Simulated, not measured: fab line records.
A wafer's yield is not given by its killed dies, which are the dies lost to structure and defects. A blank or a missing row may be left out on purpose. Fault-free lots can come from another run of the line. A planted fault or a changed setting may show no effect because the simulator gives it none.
fab line records + flow sky130
[record]
- lots = 16
- wafers = 48
- last-day = 50
route steps=708 shown VT_ADJUST_LVTN@101 PAD_OPEN@708
lots with no fault: from the same line, run without faults
start-h: hours from the record's first day to the start of the lot's first wafer shown + wait-h: time in hours since the lot's previous step + " repeats the value in the row above + L1.1+2: one row covering several wafers at once + - no value present, or no start provided + * or withheld: withheld + < > ~ a bound
route shown NAME@n: NAME is a module with steps in the file, n the number in the route of the first one + usual: mean/standard deviation of fault-free wafers + same: alike in all rows + chamber/n: place in a boat + sites: readings site by site + _std_site: the standard deviation of these + _edge_site: mean of outer sites minus mean of inner sites + radius-mm: for every site, how far away it sits from the centre of the wafer + mask NAME#n: copy n + behind: tool/chamber where the wafer was last shaped + hold: the reason the lot was held/the length of the hold in hours/how it ended + device: names the non-switching transistor (n, p or np) + end of line: tests run on the same wafers once the route is complete + a step without rows: its recipe alone + killed: not the wafer's yield, but the dies lost to structure and defects at the first sort + map: per-die view of a wafer (x killed, . not killed, _ where there is no die)
set.NAME: the setting that was run; set.NAME@STEP: the one run at that earlier step + model.NAME: the simulator's own value behind a step, which no gauge read
route steps across a sampled set of lots; one table per step, one row per wafer
services: the hour from which a tool's chamber was out of use, counted from the record's first day as start-h (under 0 if before that day), plus the number of hours and why
[[steps]]
[step SKY_VT_ADJUST_LVTN_EXPOSE_04]
[recipe]
- mask-id = NWM_COMPLEMENT_LESS_NATIVE
- na = 0.6
- source-shape = conventional
- sigma-outer = 0.6
- polarization = unpolarized
- target-cd-nm = 840
- dose-mj = 194
| lot.wafer  | tool             | chamber | start-h | wait-h | mask                         |
|------------|------------------|---------|---------|--------|------------------------------|
| L142.3+5+6 | iline-stepper-02 | 0       | 136.27  | -      | NWM_COMPLEMENT_LESS_NATIVE#0 |
| L143.1+2+4 | iline-stepper-02 | 0       | 150.23  | -      | NWM_COMPLEMENT_LESS_NATIVE#0 |
| L145.3+4+5 | iline-stepper-01 | 0       | 158.24  | -      | NWM_COMPLEMENT_LESS_NATIVE#0 |
| L144.1+2+5 | iline-stepper-02 | 0       | 158.47  | -      | NWM_COMPLEMENT_LESS_NATIVE#0 |
| L147.2+5+6 | iline-stepper-01 | 0       | 170.12  | -      | NWM_COMPLEMENT_LESS_NATIVE#0 |
| L148.2+3+5 | iline-stepper-02 | 0       | 173.39  | -      | NWM_COMPLEMENT_LESS_NATIVE#0 |
| L150.4+5+6 | iline-stepper-02 | 0       | 185.18  | -      | NWM_COMPLEMENT_LESS_NATIVE#0 |
| L154.1+3+6 | iline-stepper-02 | 0       | 210.33  | -      | NWM_COMPLEMENT_LESS_NATIVE#0 |
| L155.1+2+3 | iline-stepper-02 | 0       | 213.99  | -      | NWM_COMPLEMENT_LESS_NATIVE#0 |
| L157.2+5+6 | iline-stepper-01 | 0       | 232.41  | -      | NWM_COMPLEMENT_LESS_NATIVE#0 |
| L158.1+3+5 | iline-stepper-01 | 0       | 234.08  | -      | NWM_COMPLEMENT_LESS_NATIVE#0 |
| L159.3+4+5 | iline-stepper-01 | 0       | 239.04  | -      | NWM_COMPLEMENT_LESS_NATIVE#0 |
| L160.3+4+5 | iline-stepper-01 | 0       | 246.09  | -      | NWM_COMPLEMENT_LESS_NATIVE#0 |
| L161.1+5+6 | iline-stepper-01 | 0       | 252.49  | -      | NWM_COMPLEMENT_LESS_NATIVE#0 |
| L164.2+4+5 | iline-stepper-01 | 0       | 276.09  | -      | NWM_COMPLEMENT_LESS_NATIVE#0 |
| L165.4+5+6 | iline-stepper-01 | 0       | 283.20  | -      | NWM_COMPLEMENT_LESS_NATIVE#0 |
[step SKY_VT_ADJUST_LVTN_OVL_MEAS_07]
[usual]
- VT_ADJUST_LVTN_OVL = 0.3/1.4
| lot.wafer | tool       | chamber | start-h | wait-h | VT_ADJUST_LVTN_OVL[nm] |
|-----------|------------|---------|---------|--------|------------------------|
| L142.3    | overlay-01 | -       | 146.16  | -      | 0.2                    |
| L142.5    | "          | -       | "       | "      | 1.0                    |
| L142.6    | "          | -       | "       | "      | 1.0                    |
| L143.1    | overlay-01 | -       | 159.40  | -      | 1.9                    |
| L143.2    | "          | -       | "       | "      | -0.9                   |
| L143.4    | "          | -       | "       | "      | -0.1                   |
| L145.3    | overlay-02 | -       | 168.71  | -      | -0.2                   |
| L145.4    | "          | -       | "       | "      | 1.4                    |
| L145.5    | "          | -       | "       | "      | 1.4                    |
| L144.1    | overlay-02 | -       | 168.94  | -      | 1.2                    |
| L144.2    | "          | -       | "       | "      | 1.1                    |
| L144.5    | "          | -       | "       | "      | 0.0                    |
| L147.2    | overlay-01 | -       | 180.11  | -      | -1.5                   |
| L147.5    | "          | -       | "       | "      | 0.6                    |
| L147.6    | "          | -       | "       | "      | 0.0                    |
| L148.2    | overlay-02 | -       | 183.48  | -      | 327.5                  |
| L148.3    | "          | -       | "       | "      | 325.7                  |
| L148.5    | "          | -       | "       | "      | 322.9                  |
| L150.4    | overlay-02 | -       | 195.82  | -      | 322.4                  |
| L150.5    | "          | -       | "       | "      | 322.6                  |
| L150.6    | "          | -       | "       | "      | 324.1                  |
| L154.1    | overlay-01 | -       | 220.90  | -      | 322.7                  |
| L154.3    | "          | -       | "       | "      | 323.1                  |
| L154.6    | "          | -       | "       | "      | 323.1                  |
| L155.1    | overlay-01 | -       | 224.68  | -      | 325.4                  |
| L155.2    | "          | -       | "       | "      | 322.6                  |
| L155.3    | "          | -       | "       | "      | 324.1                  |
| L157.2    | overlay-01 | -       | 243.61  | -      | 0.9                    |
| L157.5    | "          | -       | "       | "      | 1.0                    |
| L157.6    | "          | -       | "       | "      | 0.0                    |
| L158.1    | overlay-01 | -       | 244.60  | -      | -0.1                   |
| L158.3    | "          | -       | "       | "      | 3.7                    |
| L158.5    | "          | -       | "       | "      | 0.9                    |
| L159.3    | overlay-01 | -       | 249.84  | -      | -0.3                   |
| L159.4    | "          | -       | "       | "      | 1.0                    |
| L159.5    | "          | -       | "       | "      | -1.9                   |
| L160.3    | overlay-02 | -       | 257.84  | -      | -0.7                   |
| L160.4    | "          | -       | "       | "      | 1.1                    |
| L160.5    | "          | -       | "       | "      | 1.4                    |
| L161.1    | overlay-01 | -       | 264.70  | -      | -0.3                   |
| L161.5    | "          | -       | "       | "      | -0.9                   |
| L161.6    | "          | -       | "       | "      | 0.1                    |
| L164.2    | overlay-02 | -       | 288.50  | -      | -0.4                   |
| L164.4    | "          | -       | "       | "      | -0.8                   |
| L164.5    | "          | -       | "       | "      | -0.9                   |
| L165.4    | overlay-02 | -       | 294.96  | -      | -1.2                   |
| L165.5    | "          | -       | "       | "      | -1.7                   |
| L165.6    | "          | -       | "       | "      | 0.1                    |
[step SKY_PAD_OPEN_PROBE_99]
[usual]
- killed_at_M0_to_M3 = 43/7.3
- killed_at_M4_up = 3.6/1.9
- killed-at-contacts = 23/5.3
- killed-at-front-end = 15/4.5
- killed-at-other = 0.3/0.72
- killed-dies = 85/9.4
- killed-on-rim = 17/4.2
- killed-open = 46/6.7
- killed-short = 38/6.8
[same]
- gross-dies = 492
- killed-at-back-side = 0
| lot.wafer | tool      | chamber | start-h | wait-h | killed_at_M0_to_M3 | killed_at_M4_up | killed-at-contacts | killed-at-front-end | killed-at-other | killed-dies | killed-on-rim | killed-open | killed-short |
|-----------|-----------|---------|---------|--------|--------------------|-----------------|--------------------|---------------------|-----------------|-------------|---------------|-------------|--------------|
| L148.2    | prober-02 | -       | 1120.57 | 0.1    | 49                 | 0               | 29                 | 410                 | 0               | 488         | 96            | 51          | 38           |
| L148.3    | prober-02 | -       | 1120.62 | 0.2    | 50                 | 4               | 29                 | 400                 | 1               | 484         | 96            | 53          | 48           |
| L148.5    | prober-02 | -       | 1120.72 | 0.2    | 42                 | 5               | 41                 | 393                 | 0               | 481         | 95            | 55          | 48           |
| L150.4    | prober-01 | -       | 1129.18 | 0.2    | 33                 | 3               | 15                 | 433                 | 0               | 484         | 96            | 40          | 31           |
| L150.5    | prober-01 | -       | 1129.23 | 0.2    | 39                 | 4               | 34                 | 400                 | 0               | 477         | 94            | 55          | 36           |
| L150.6    | prober-01 | -       | 1129.28 | 0.2    | 46                 | 3               | 23                 | 414                 | 0               | 486         | 95            | 52          | 34           |
| L154.1    | prober-02 | -       | 1164.21 | 0.1    | 23                 | 4               | 29                 | 419                 | 0               | 475         | 94            | 40          | 34           |
| L154.3    | prober-02 | -       | 1164.31 | 0.2    | 34                 | 2               | 21                 | 425                 | 0               | 482         | 93            | 35          | 35           |
| L154.6    | prober-02 | -       | 1164.46 | 0.3    | 41                 | 6               | 24                 | 408                 | 0               | 479         | 91            | 54          | 34           |
| L155.1    | prober-02 | -       | 1168.37 | 0.1    | 52                 | 5               | 13                 | 414                 | 0               | 484         | 91            | 47          | 39           |
| L155.2    | prober-02 | -       | 1168.42 | 0.1    | 37                 | 1               | 24                 | 417                 | 2               | 481         | 95            | 43          | 44           |
| L155.3    | prober-02 | -       | 1168.47 | 0.2    | 39                 | 3               | 13                 | 424                 | 0               | 479         | 94            | 47          | 28           |
| L157.2    | prober-02 | -       | 1170.86 | 0.1    | 43                 | 6               | 27                 | 17                  | 0               | 93          | 18            | 48          | 45           |
| L157.5    | prober-02 | -       | 1171.01 | 0.2    | 33                 | 3               | 26                 | 14                  | 1               | 77          | 14            | 45          | 32           |
| L157.6    | prober-02 | -       | 1171.06 | 0.2    | 51                 | 4               | 22                 | 11                  | 0               | 88          | 19            | 42          | 46           |
| L159.3    | prober-01 | -       | 1173.42 | 0.2    | 51                 | 1               | 22                 | 9                   | 0               | 83          | 14            | 39          | 44           |
| L159.4    | prober-01 | -       | 1173.47 | 0.2    | 36                 | 5               | 23                 | 28                  | 0               | 92          | 21            | 52          | 40           |
| L159.5    | prober-01 | -       | 1173.52 | 0.2    | 58                 | 6               | 15                 | 16                  | 0               | 95          | 17            | 54          | 41           |
| L160.3    | prober-02 | -       | 1180.51 | 0.2    | 39                 | 2               | 25                 | 14                  | 0               | 80          | 13            | 38          | 42           |
| L160.4    | prober-02 | -       | 1180.56 | 0.2    | 45                 | 7               | 32                 | 17                  | 0               | 101         | 18            | 59          | 42           |
| L160.5    | prober-02 | -       | 1180.61 | 0.2    | 44                 | 3               | 28                 | 7                   | 0               | 82          | 17            | 43          | 39           |
// killed by level:class
L148.2 VT_ADJUST_LVTN:overlay=399 CONTACT:geometric-particle:open=12 VIA1:geometric-particle:open=12 LI_CONTACT:geometric-particle:open=7 METAL1:geometric-particle:short=6 VIA1:geometric-particle:short=6 VIA3:geometric-particle:open=6 CONTACT:geometric-particle:short=5
L148.3 VT_ADJUST_LVTN:overlay=383 LI_CONTACT:geometric-particle:open=12 VIA3:geometric-particle:open=11 VIA1:geometric-particle:open=9 CONTACT:geometric-particle:short=8 CONTACT:geometric-particle:open=7 METAL2:geometric-particle:short=7 VIA2:geometric-particle:open=5
L148.5 VT_ADJUST_LVTN:overlay=378 LI_CONTACT:geometric-particle:open=15 CONTACT:geometric-particle:open=9 VIA1:geometric-particle:open=7 LI_CONTACT:geometric-particle:short=6 LOCAL_INTERCONNECT:geometric-particle:short=6 VIA3:geometric-particle:open=6 CONTACT:geometric-particle:short=5
L150.4 VT_ADJUST_LVTN:overlay=413 VIA1:geometric-particle:open=8 CONTACT:geometric-particle:open=7 METAL2:geometric-particle:short=7 POLY_GATE:geometric-particle:short=6 FIELD_ISO:geometric-particle:open=4 POLY_GATE:geometric-particle:open=4 LI_CONTACT:geometric-particle:open=4
L150.5 VT_ADJUST_LVTN:overlay=386 CONTACT:geometric-particle:open=15 VIA1:geometric-particle:open=14 LI_CONTACT:geometric-particle:open=7 VIA3:geometric-particle:open=7 FIELD_ISO:geometric-particle:short=5 VIA2:geometric-particle:open=5 LOCAL_INTERCONNECT:geometric-particle:short=5
L150.6 VT_ADJUST_LVTN:overlay=397 CONTACT:geometric-particle:open=11 VIA2:geometric-particle:open=8 VIA3:geometric-particle:open=7 METAL1:geometric-particle:short=6 VIA1:geometric-particle:open=6 VIA1:geometric-particle:short=5 LI_CONTACT:geometric-particle:open=4
L154.1 VT_ADJUST_LVTN:overlay=401 CONTACT:geometric-particle:open=11 POLY_GATE:geometric-particle:open=8 LI_CONTACT:geometric-particle:open=8 METAL2:geometric-particle:short=5 CONTACT:geometric-particle:short=4 METAL4:geometric-particle:short=4 POLY_GATE:geometric-particle:short=3
L154.3 VT_ADJUST_LVTN:overlay=412 CONTACT:geometric-particle:open=7 VIA1:geometric-particle:short=6 LI_CONTACT:geometric-particle:open=6 METAL1:geometric-particle:short=6 LOCAL_INTERCONNECT:geometric-particle:short=5 METAL2:geometric-particle:short=5 VIA2:geometric-particle:open=5
L154.6 VT_ADJUST_LVTN:overlay=391 CONTACT:geometric-particle:open=9 VIA3:geometric-particle:open=8 VIA1:geometric-particle:open=8 VIA2:geometric-particle:open=6 METAL1:geometric-particle:short=6 FIELD_ISO:geometric-particle:open=4 POLY_GATE:geometric-particle:open=4
L155.1 VT_ADJUST_LVTN:overlay=398 VIA2:geometric-particle:open=10 VIA1:geometric-particle:open=10 VIA1:geometric-particle:short=8 METAL2:geometric-particle:short=7 CONTACT:geometric-particle:open=6 FIELD_ISO:geometric-particle:short=5 FIELD_ISO:geometric-particle:open=4
L155.2 VT_ADJUST_LVTN:overlay=394 CONTACT:geometric-particle:open=10 VIA1:geometric-particle:open=9 FIELD_ISO:geometric-particle:short=7 FIELD_ISO:geometric-particle:open=6 POLY_GATE:geometric-particle:short=6 LI_CONTACT:geometric-particle:open=5 VIA2:geometric-particle:open=5
L155.3 VT_ADJUST_LVTN:overlay=404 POLY_GATE:geometric-particle:open=9 VIA3:geometric-particle:open=9 VIA1:geometric-particle:open=7 FIELD_ISO:geometric-particle:open=5 LI_CONTACT:geometric-particle:open=5 CONTACT:geometric-particle:open=5 VIA2:geometric-particle:open=5
L157.2 CONTACT:geometric-particle:short=10 CONTACT:geometric-particle:open=9 VIA1:geometric-particle:open=7 METAL1:geometric-particle:short=6 VIA2:geometric-particle:open=6 VIA3:geometric-particle:open=6 POLY_GATE:geometric-particle:open=5 METAL2:geometric-particle:short=5
L157.5 LOCAL_INTERCONNECT:geometric-particle:short=8 CONTACT:geometric-particle:open=8 VIA2:geometric-particle:open=8 VIA3:geometric-particle:open=8 LI_CONTACT:geometric-particle:open=7 VIA1:geometric-particle:open=5 POLY_GATE:geometric-particle:short=4 POLY_GATE:geometric-particle:open=4
L157.6 CONTACT:geometric-particle:open=8 VIA2:geometric-particle:open=7 METAL1:geometric-particle:short=7 VIA1:geometric-particle:open=7 VIA1:geometric-particle:short=7 METAL2:geometric-particle:short=6 FIELD_ISO:geometric-particle:short=5 LI_CONTACT:geometric-particle:open=5
L159.3 VIA1:geometric-particle:open=10 VIA1:geometric-particle:short=7 VIA2:geometric-particle:open=7 METAL3:geometric-particle:short=7 VIA3:geometric-particle:open=6 LI_CONTACT:geometric-particle:open=5 LOCAL_INTERCONNECT:geometric-particle:short=5 FIELD_ISO:geometric-particle:short=4
L159.4 CONTACT:geometric-particle:open=12 POLY_GATE:geometric-particle:short=8 POLY_GATE:geometric-particle:open=8 LI_CONTACT:geometric-particle:open=6 METAL1:geometric-particle:short=6 METAL2:geometric-particle:short=6 FIELD_ISO:geometric-particle:open=5 VIA1:geometric-particle:short=5
L159.5 VIA1:geometric-particle:open=14 VIA1:geometric-particle:short=10 VIA3:geometric-particle:open=7 POLY_GATE:geometric-particle:open=6 CONTACT:geometric-particle:open=6 METAL3:geometric-particle:short=6 METAL2:geometric-particle:short=6 VIA2:geometric-particle:open=6
L160.3 CONTACT:geometric-particle:open=8 METAL1:geometric-particle:short=8 VIA1:geometric-particle:short=7 VIA2:geometric-particle:open=7 VIA1:geometric-particle:open=6 LI_CONTACT:geometric-particle:short=5 FIELD_ISO:geometric-particle:short=4 LI_CONTACT:geometric-particle:open=4
L160.4 LI_CONTACT:geometric-particle:open=12 VIA1:geometric-particle:open=11 CONTACT:geometric-particle:open=7 CONTACT:geometric-particle:short=7 VIA2:geometric-particle:open=7 METAL1:geometric-particle:short=6 VIA1:geometric-particle:short=6 VIA3:geometric-particle:open=6
L160.5 LI_CONTACT:geometric-particle:open=11 VIA2:geometric-particle:open=9 VIA1:geometric-particle:open=8 VIA1:geometric-particle:short=7 CONTACT:geometric-particle:short=6 VIA3:geometric-particle:open=5 LOCAL_INTERCONNECT:geometric-particle:short=5 METAL1:geometric-particle:short=5
[[services]]
| tool             | chamber | start-h | hours | kind                    |
|------------------|---------|---------|-------|-------------------------|
| iline-stepper-01 | -       | 133.70  | 2.1   | pm                      |
| iline-stepper-01 | -       | 135.79  | -     | consumable-replace:lamp |
| iline-stepper-01 | -       | 135.84  | 9.6   | repair                  |
| iline-stepper-01 | 0       | 151.96  | -     | calibration             |
| iline-stepper-02 | 0       | 204.73  | -     | calibration             |
| iline-stepper-01 | -       | 220.87  | 4.4   | pm                      |
| iline-stepper-02 | -       | 228.51  | 20.8  | repair                  |
| iline-stepper-02 | -       | 254.03  | 1.7   | pm                      |
| iline-stepper-01 | -       | 265.24  | 6.6   | repair                  |
[[key]]
[first-sign]
- step = SKY_VT_ADJUST_LVTN_OVL_MEAS_07
- reading = VT_ADJUST_LVTN_OVL
- direction = up
- sigmas = 99+
- usual = 0.3
- struck = 323.9
[effect]
- step = SKY_PAD_OPEN_PROBE_99
- reading = killed-at-front-end
- direction = up
- sigmas = 89
- usual = 15
- struck = 413
[more-kills-born-at]
- SKY_VT_ADJUST_LVTN_EXPOSE_04@iline-stepper-02 = 4756
met-at SKY_VT_ADJUST_LVTN_EXPOSE_04
struck-lots L148,L150,L154,L155
tester-left-out L148,L150,L154,L155
onset-between 158.47 173.39
[fault]
- kind = scanner-matching-overlay
- tool = iline-stepper-02
- chamber = -
- onset-h = 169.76
- steps = SKY_VT_ADJUST_LVTN_EXPOSE_04
- offset = 323.77
// tester-left-out: of these lots the tester's yield and bins aren't shown, on N5 and GAA mostly nor the transistor test; their killed dies are dies lost to structure and defects alone, not to doping, threshold or leakage, so they don't give the yield
